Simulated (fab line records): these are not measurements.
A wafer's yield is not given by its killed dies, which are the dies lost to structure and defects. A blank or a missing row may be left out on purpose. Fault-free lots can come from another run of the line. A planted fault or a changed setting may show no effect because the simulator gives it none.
fab line records    flow sky130
record lots=6  wafers=18  last_day=50
route steps=708 shown FIELD_ISO@18 PAD_OPEN@708
lots untouched by any fault: they come from a run of this same line in which no faults occurred
start_h: the number of hours between the record's first day and the start of the first shown wafer of the lot    wait_h: hours elapsed since this lot's preceding step    " same as the row above    L1.1+2: a row that stands for several wafers    - no value, or no start given    * or withheld: withheld    < > ~ a bound
route shown NAME@n: NAME is a module with steps in the file, n the number in the route of the first one    usual: mean/standard deviation taken from wafers without a fault    same: alike in all rows    chamber/n: place in a boat    sites: per-site readings    _std_site: their standard deviation    _edge_site: mean of outer sites minus mean of inner sites    radius_mm: how far each site lies from the wafer's centre    mask NAME#n: copy n    behind: tool/chamber where the wafer was last shaped    hold: what put the lot on hold/how long, in hours/how the hold closed    device: the transistor (n, p or np) that didn't switch    end of line: the same wafers' tests at the end of the route    a step without rows: its recipe alone    killed: at the first sort, the dies lost to defects and structure; wafer yield is something else    map: the dies of a wafer, with x for killed, . for not killed, _ for no die there
set.NAME: the setting the step ran with; set.NAME@STEP: the setting that earlier step ran with    model.NAME: the simulator's own value behind a step, which no gauge read
a table for each step, a row for each wafer; lots at some steps of the route
services: a tool's chamber out of use, with start hour (start_h, from the record's first day; less than 0 if before it), hours out, and reason
## steps
# step SKY_FIELD_ISO_ETCH_17
# recipe target_depth_a=3420  mask_material=Si3N4  chemistry=HBr/Cl2/O2  target=Si  taper_deg=5  icp_w=600  bias_w=150  pressure_mtorr=15  HBr_flow_sccm=150  Cl2_flow_sccm=40  O2_flow_sccm=6  time_s=97.7
# usual HBr_flow_sccm=150.0/0.5  O2_flow_sccm=5.998/0.019  drypump_motor_current_A=5.3/0.35  oes_product_au=1.005/0.0097  throttle_valve_pct=25.653/0.011
lot.wafer  tool       chamber  start_h  wait_h  HBr_flow_sccm  O2_flow_sccm  drypump_motor_current_A  oes_product_au  rf_hours_counter_h  throttle_valve_pct
L472.3     rie_si-01  0        38.80    0.0     150.7          5.994         5.5                      1.011           54                  25.660
L472.4     "          1        "        "       149.4          5.969         4.9                      1.007           2                   25.649
L472.6     "          3        "        "       150.4          5.998         5.6                      1.009           -                   25.650
L473.4     rie_si-02  0        44.04    0.0     149.8          5.976         5.5                      0.986           76                  25.654
L473.5     "          1        "        "       150.3          6.014         4.9                      1.006           -                   25.632
L473.6     "          0        "        "       149.3          5.989         5.5                      1.004           -                   25.666
L480.3     rie_si-01  3        81.63    0.0     150.0          5.978         5.7                      0.998           1                   25.659
L480.4     "          3        "        "       150.2          6.013         5.6                      1.003           -                   25.648
L480.5     "          0        "        "       150.0          6.010         5.5                      1.001           -                   25.652
L481.1     rie_si-01  0        88.29    0.1     150.1          5.996         5.5                      0.994           54                  25.641
L481.2     "          3        "        "       149.7          6.006         5.6                      0.998           1                   25.662
L481.4     "          2        "        "       150.3          5.952         5.1                      1.009           10                  25.649
L491.1     rie_si-02  2        138.48   0.1     150.1          6.007         5.8                      1.008           3                   25.654
L491.3     "          0        "        "       149.6          6.001         5.5                      1.009           77                  25.643
L491.5     "          3        "        "       150.7          5.995         5.9                      1.016           -                   25.666
L493.2     rie_si-01  0        150.63   0.1     150.5          6.007         5.5                      0.997           54                  25.663
L493.3     "          1        "        "       149.9          5.959         4.9                      1.021           3                   25.643
L493.6     "          3        "        "       149.3          6.001         5.6                      1.002           -                   25.672
# step SKY_FIELD_ISO_WET_ETCH_18
# recipe chemistry=H3PO4  target_depth_nm=25  temp_c=160  target=Si3N4  time_s=286
# step SKY_FIELD_ISO_CLEAN_19
# recipe chemistry=SC1/SC2  mix=1:4:20  temp_c=70  time_s=150
# step SKY_FIELD_ISO_CLEAN_20
# recipe chemistry=dHF  time_s=20  dilution=100:1
# step SKY_FIELD_ISO_WET_ETCH_21
# recipe chemistry=dHF  dilution=100:1  target_depth_nm=20  dry=ipa_marangoni  target=SiO2  temp_c=25  time_s=400
# step SKY_FIELD_ISO_OXIDATION_22
# recipe temp_c=950  ambient=O2  stabilise_s=600  purge_s=300  target_thk_a=100  ox_time_s=623
# step SKY_FIELD_ISO_THK_MEAS_23
# recipe reads=SiO2_of_FIELD_ISO_OXIDATION_22
# usual FIELD_ISO_OXIDATION_01_THK=9.89/0.15
lot.wafer  tool           chamber  start_h  wait_h  FIELD_ISO_OXIDATION_01_THK[nm]
L472.3     film_metro-04  -        41.06    0.0     9.78
L472.4     "              -        "        "       9.96
L472.6     "              -        "        "       9.95
L473.4     film_metro-02  -        46.45    0.0     10.00
L473.5     "              -        "        "       10.16
L473.6     "              -        "        "       10.10
L480.3     film_metro-04  -        83.21    0.0     9.78
L480.4     "              -        "        "       9.68
L480.5     "              -        "        "       9.83
L481.1     film_metro-02  -        91.36    0.0     9.97
L481.2     "              -        "        "       9.84
L481.4     "              -        "        "       9.71
L491.1     film_metro-01  -        139.99   0.0     9.86
L491.3     "              -        "        "       9.77
L491.5     "              -        "        "       9.71
L493.2     film_metro-02  -        152.81   0.0     9.83
L493.3     "              -        "        "       9.78
L493.6     "              -        "        "       9.77
# step SKY_FIELD_ISO_CVD_24
# recipe material=SiO2  target_thk_nm=595  temp_c=650  sigma_open_frac=0.3  time_s=99.2  sih4_flow_sccm=60  pressure_mtorr=6
# step SKY_FIELD_ISO_THK_MEAS_25
# recipe reads=SiO2_of_FIELD_ISO_CVD_24
# usual FIELD_ISO_CVD_24_THK=596/5.7
lot.wafer  tool           chamber  start_h  wait_h  FIELD_ISO_CVD_24_THK[nm]
L472.3     film_metro-02  -        41.19    0.1     594
L472.4     "              -        "        "       599
L472.6     "              -        "        "       597
L473.4     film_metro-01  -        46.59    0.0     591
L473.5     "              -        "        "       598
L473.6     "              -        "        "       597
L480.3     film_metro-01  -        83.34    0.1     598
L480.4     "              -        "        "       598
L480.5     "              -        "        "       588
L481.1     film_metro-01  -        91.49    0.0     602
L481.2     "              -        "        "       597
L481.4     "              -        "        "       597
L491.1     film_metro-01  -        140.13   0.0     594
L491.3     "              -        "        "       592
L491.5     "              -        "        "       603
L493.2     film_metro-02  -        152.95   0.0     594
L493.3     "              -        "        "       594
L493.6     "              -        "        "       589
# step SKY_FIELD_ISO_ANNEAL_26
# recipe temp_c=1000  time_s=1800  ambient=N2
# step SKY_FIELD_ISO_CMP_27
# recipe stop_on=Si3N4  t_overpolish_s=16  down_force_psi=4  platen_rpm=60  target_thk_nm=457.8  pad_velocity_m_s=0.94248
# usual motor_current_A=11.9/0.51  overpolish_run_s=16.000/0.0093  slurry_flow_ml_min=149.9/0.46  time_to_endpoint_s=112/4.3
# same t_overpolish_s=16
lot.wafer  tool    chamber  start_h  wait_h  motor_current_A  overpolish_run_s  slurry_flow_ml_min  time_to_endpoint_s
L472.4     cmp-01  1        46.52    0.1     12.3             16.005            150.2               107
L472.3     "       2        "        "       11.9             16.007            150.0               112
L472.6     "       1        "        "       12.3             16.000            149.9               106
L473.4     cmp-02  0        49.56    0.1     11.8             16.014            150.6               116
L473.5     "       2        "        "       11.8             16.000            150.8               114
L473.6     "       3        "        "       12.1             16.000            150.1               116
L480.3     cmp-02  0        86.14    0.1     12.1             15.991            150.0               110
L480.4     "       1        "        "       11.4             16.007            149.5               112
L480.5     "       2        "        "       11.0             15.992            149.0               106
L481.4     cmp-01  1        94.37    0.0     12.5             15.989            150.1               113
L481.1     "       2        "        "       12.2             15.984            149.6               119
L481.2     "       3        "        "       12.3             15.996            149.9               120
L491.3     cmp-02  0        141.69   0.0     11.8             15.986            149.4               116
L491.1     "       1        "        "       11.4             16.007            149.9               116
L491.5     "       0        "        "       11.0             16.005            149.6               115
L493.2     cmp-02  3        155.42   0.0     11.9             15.987            149.6               113
L493.3     "       2        "        "       11.5             15.991            149.6               111
L493.6     "       0        "        "       11.9             16.017            149.0               110
# step SKY_FIELD_ISO_WET_ETCH_28
# recipe chemistry=dHF  target_depth_nm=23.7  target=SiO2  dilution=10:1  temp_c=25  time_s=47
# step SKY_FIELD_ISO_WET_ETCH_29
# recipe chemistry=H3PO4  target_depth_nm=160  target=Si3N4  temp_c=160  time_s=1825
# usual bath_guard_temp_C=160.1/0.62  bath_heat_duty_pct=26/3
lot.wafer  tool          chamber  start_h  wait_h  bath_guard_temp_C  bath_heat_duty_pct  model.Si3N4_of_FIELD_ISO_CVD_03.thk_nm
L472.3     wet_bench-02  1        46.79    0.0     160.5              26                  0
L472.4     "             1        "        "       161.1              26                  0
L472.6     "             1        "        "       160.8              25                  0
L473.4     wet_bench-02  1        49.78    0.0     160.8              27                  0
L473.5     "             1        "        "       161.0              26                  0
L473.6     "             1        "        "       160.9              23                  0
L480.3     wet_bench-03  3        86.36    0.0     -                  -                   122.5
L480.4     "             3        "        "       -                  -                   122.2
L480.5     "             3        "        "       -                  -                   123
L481.1     wet_bench-02  3        94.69    0.0     -                  -                   121
L481.2     "             3        "        "       -                  -                   121.8
L481.4     "             3        "        "       -                  -                   122.8
L491.1     wet_bench-02  0        142.01   0.0     159.9              26                  0
L491.3     "             0        "        "       159.7              27                  0
L491.5     "             0        "        "       159.8              25                  0
L493.2     wet_bench-02  1        155.74   0.0     161.2              24                  0
L493.3     "             1        "        "       160.8              25                  0
L493.6     "             1        "        "       160.7              25                  0
# step SKY_FIELD_ISO_WET_ETCH_30
# recipe chemistry=dHF  target_depth_nm=25  target=SiO2  dilution=10:1  temp_c=25  time_s=50
# step SKY_PAD_OPEN_PROBE_99
# usual killed_at_M0_to_M3=43/6.6  killed_at_M4_up=3.4/1.8  killed_at_contacts=24/4.9  killed_at_front_end=15/4.1  killed_at_other=0.3/0.55  killed_dies=85/8.8  killed_on_rim=17/3.7  killed_open=46/6.1  killed_short=39/5.7
# same gross_dies=492  killed_at_back_side=0
lot.wafer  tool       chamber  start_h  wait_h  killed_at_M0_to_M3  killed_at_M4_up  killed_at_contacts  killed_at_front_end  killed_at_other  killed_dies  killed_on_rim  killed_open  killed_short
L473.4     prober-01  -        1095.73  0.2     43                  2                20                  11                   0                76           13             47           29
L473.5     prober-01  -        1095.78  0.2     30                  2                25                  21                   0                78           14             47           31
L473.6     prober-01  -        1095.83  0.2     46                  0                20                  22                   0                88           18             42           45
L480.3     prober-02  -        1139.37  0.2     40                  4                28                  419                  1                492          96             48           38
L480.4     prober-02  -        1139.42  0.2     46                  4                23                  419                  0                492          96             50           41
L480.5     prober-02  -        1139.47  0.2     49                  3                35                  405                  0                492          96             52           47
L481.1     prober-01  -        1145.70  0.1     47                  1                30                  414                  0                492          96             49           46
L481.2     prober-01  -        1145.75  0.1     49                  5                19                  419                  0                492          96             47           39
L481.4     prober-01  -        1145.85  0.2     41                  3                24                  424                  0                492          96             44           35
L491.1     prober-01  -        1188.28  0.1     48                  3                18                  13                   1                83           13             43           40
L491.3     prober-01  -        1188.38  0.2     49                  3                12                  20                   2                86           17             47           39
L491.5     prober-01  -        1188.48  0.2     44                  4                15                  17                   1                81           11             44           37
# killed by level:class
L473.4 VIA1:geometric_particle:open=11 CONTACT:geometric_particle:open=8 VIA2:geometric_particle:open=8 LI_CONTACT:geometric_particle:open=6 METAL1:geometric_particle:short=5 VIA3:geometric_particle:open=5 VIA1:geometric_particle:short=4 VIA2:geometric_particle:short=4
L473.5 CONTACT:geometric_particle:open=9 FIELD_ISO:geometric_particle:open=7 LI_CONTACT:geometric_particle:open=6 POLY_GATE:geometric_particle:open=4 METAL1:geometric_particle:short=4 VIA2:geometric_particle:short=4 VIA2:geometric_particle:open=4 FIELD_ISO:geometric_particle:short=3
L473.6 VIA1:geometric_particle:open=9 VIA2:geometric_particle:short=8 LI_CONTACT:geometric_particle:open=7 VIA3:geometric_particle:open=7 VIA1:geometric_particle:short=6 POLY_GATE:geometric_particle:short=5 POLY_CUT:geometric_particle:short=4 LOCAL_INTERCONNECT:geometric_particle:short=4
L480.3 FIELD_ISO:area_etch=406 LI_CONTACT:geometric_particle:open=13 CONTACT:geometric_particle:open=7 VIA2:geometric_particle:open=7 VIA1:geometric_particle:short=7 VIA3:geometric_particle:open=6 LI_CONTACT:geometric_particle:short=5 POLY_GATE:geometric_particle:open=4
L480.4 FIELD_ISO:area_etch=401 LI_CONTACT:geometric_particle:open=11 VIA1:geometric_particle:open=11 VIA2:geometric_particle:open=7 VIA2:geometric_particle:short=6 FIELD_ISO:geometric_particle:short=5 FIELD_ISO:geometric_particle:open=5 CONTACT:geometric_particle:short=5
L480.5 FIELD_ISO:area_etch=393 CONTACT:geometric_particle:open=11 VIA1:geometric_particle:short=8 VIA2:geometric_particle:open=8 VIA3:geometric_particle:open=7 LI_CONTACT:geometric_particle:short=7 VIA1:geometric_particle:open=6 LI_CONTACT:geometric_particle:open=6
L481.1 FIELD_ISO:area_etch=396 VIA1:geometric_particle:open=13 CONTACT:geometric_particle:open=11 LOCAL_INTERCONNECT:geometric_particle:short=8 METAL1:geometric_particle:short=7 VIA2:geometric_particle:open=7 LI_CONTACT:geometric_particle:open=6 VIA3:geometric_particle:open=5
L481.2 FIELD_ISO:area_etch=406 VIA3:geometric_particle:open=10 METAL1:geometric_particle:short=7 VIA1:geometric_particle:open=7 LI_CONTACT:geometric_particle:open=6 VIA2:geometric_particle:open=6 VIA3:geometric_particle:short=5 CONTACT:geometric_particle:open=5
L481.4 FIELD_ISO:area_etch=412 VIA1:geometric_particle:open=9 LI_CONTACT:geometric_particle:open=8 CONTACT:geometric_particle:open=7 VIA3:geometric_particle:open=6 VIA2:geometric_particle:open=6 VIA1:geometric_particle:short=5 METAL1:geometric_particle:short=5
L491.1 VIA1:geometric_particle:open=11 METAL2:geometric_particle:short=8 POLY_GATE:geometric_particle:open=7 VIA1:geometric_particle:short=6 CONTACT:geometric_particle:open=6 CONTACT:geometric_particle:short=5 VIA2:geometric_particle:open=5 VIA3:geometric_particle:open=5
L491.3 VIA3:geometric_particle:open=11 METAL2:geometric_particle:short=10 VIA2:geometric_particle:open=9 VIA1:geometric_particle:open=7 FIELD_ISO:geometric_particle:open=5 FIELD_ISO:geometric_particle:short=5 CONTACT:geometric_particle:open=5 METAL3:geometric_particle:short=4
L491.5 VIA1:geometric_particle:open=11 VIA2:geometric_particle:open=8 FIELD_ISO:geometric_particle:open=5 FIELD_ISO:geometric_particle:short=5 LI_CONTACT:geometric_particle:open=5 METAL1:geometric_particle:short=5 CONTACT:geometric_particle:short=5 VIA2:geometric_particle:short=5
# map L480.3 (x killed, . not)
__________xxxxxxxxxx_________
________xxxxxxxxxxxxxx_______
______xxxxxxxxxxxxxxxxxx_____
_____xxxxxxxxxxxxxxxxxxxx____
____xxxxxxxxxxxxxxxxxxxxxx___
___xxxxxxxxxxxxxxxxxxxxxxxx__
__xxxxxxxxxxxxxxxxxxxxxxxxxx_
_xxxxxxxxxxxxxxxxxxxxxxxxxxxx
_xxxxxxxxxxxxxxxxxxxxxxxxxxxx
_xxxxxxxxxxxxxxxxxxxxxxxxxxxx
_xxxxxxxxxxxxxxxxxxxxxxxxxxxx
_xxxxxxxxxxxxxxxxxxxxxxxxxxxx
_xxxxxxxxxxxxxxxxxxxxxxxxxxxx
_xxxxxxxxxxxxxxxxxxxxxxxxxxxx
_xxxxxxxxxxxxxxxxxxxxxxxxxxxx
__xxxxxxxxxxxxxxxxxxxxxxxxxx_
___xxxxxxxxxxxxxxxxxxxxxxxx__
____xxxxxxxxxxxxxxxxxxxxxx___
_____xxxxxxxxxxxxxxxxxxxx____
______xxxxxxxxxxxxxxxxxx_____
________xxxxxxxxxxxxxx_______
__________xxxxxxxxxx_________
# map L481.1 (x killed, . not)
__________xxxxxxxxxx_________
________xxxxxxxxxxxxxx_______
______xxxxxxxxxxxxxxxxxx_____
_____xxxxxxxxxxxxxxxxxxxx____
____xxxxxxxxxxxxxxxxxxxxxx___
___xxxxxxxxxxxxxxxxxxxxxxxx__
__xxxxxxxxxxxxxxxxxxxxxxxxxx_
_xxxxxxxxxxxxxxxxxxxxxxxxxxxx
_xxxxxxxxxxxxxxxxxxxxxxxxxxxx
_xxxxxxxxxxxxxxxxxxxxxxxxxxxx
_xxxxxxxxxxxxxxxxxxxxxxxxxxxx
_xxxxxxxxxxxxxxxxxxxxxxxxxxxx
_xxxxxxxxxxxxxxxxxxxxxxxxxxxx
_xxxxxxxxxxxxxxxxxxxxxxxxxxxx
_xxxxxxxxxxxxxxxxxxxxxxxxxxxx
__xxxxxxxxxxxxxxxxxxxxxxxxxx_
___xxxxxxxxxxxxxxxxxxxxxxxx__
____xxxxxxxxxxxxxxxxxxxxxx___
_____xxxxxxxxxxxxxxxxxxxx____
______xxxxxxxxxxxxxxxxxx_____
________xxxxxxxxxxxxxx_______
__________xxxxxxxxxx_________
## services
tool       chamber  start_h  hours  kind
cmp-01     -        28.14    4.5    repair
cmp-01     -        37.87    1.3    repair
rie_si-02  3        47.83    -      clean
rie_si-02  3        47.83    18.9   scheduled_down
rie_si-02  3        47.83    18.9   vent_cycle
cmp-02     -        50.08    1.6    repair
cmp-02     -        64.00    4.0    pm
cmp-02     -        68.00    -      consumable_replace:conditioner
cmp-02     -        68.00    -      consumable_replace:pad
rie_si-02  -        69.46    2.8    pm
rie_si-01  3        70.37    5.5    repair
rie_si-01  2        79.90    6.9    repair
cmp-01     -        97.70    0.5    repair
rie_si-01  2        101.22   3.8    repair
rie_si-02  3        101.42   6.8    repair
cmp-01     -        121.46   6.6    pm
rie_si-01  -        123.28   2.8    pm
cmp-02     -        130.80   3.9    repair
## key
first_sign step=SKY_FIELD_ISO_WET_ETCH_29  reading=tool_record  direction=missing
effect step=SKY_PAD_OPEN_PROBE_99  reading=killed_at_front_end  direction=up  sigmas=98  usual=15  struck=417
model_effect step=SKY_FIELD_ISO_WET_ETCH_29  value=Si3N4_of_FIELD_ISO_CVD_03.thk_nm  without=0  struck=122.2
more_kills_born_at SKY_FIELD_ISO_WET_ETCH_29@wet_bench-02=1214  SKY_FIELD_ISO_WET_ETCH_29@wet_bench-03=1200
met_at SKY_FIELD_ISO_WET_ETCH_29
struck_wafers L480.3,L480.4,L480.5,L481.1,L481.2,L481.4
later_rows_left_out L480.3,L480.4,L480.5,L481.1,L481.2,L481.4
tester_left_out L480,L481
onset_between 49.78 86.36
fault kind=skipped_step_whole  tool=wet_bench-02,wet_bench-03  chamber=-  onset_h=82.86  steps=SKY_FIELD_ISO_WET_ETCH_29  scope=struck_lots_only
# tester_left_out: of these lots the tester's yield and bins aren't shown, on N5 and GAA mostly nor the transistor test; their killed dies are dies lost to structure and defects alone, not to doping, threshold or leakage, so they don't give the yield
# later_rows_left_out: the simulator's readings of these wafers behind a module that went badly wrong aren't trusted and aren't shown, but for the sort
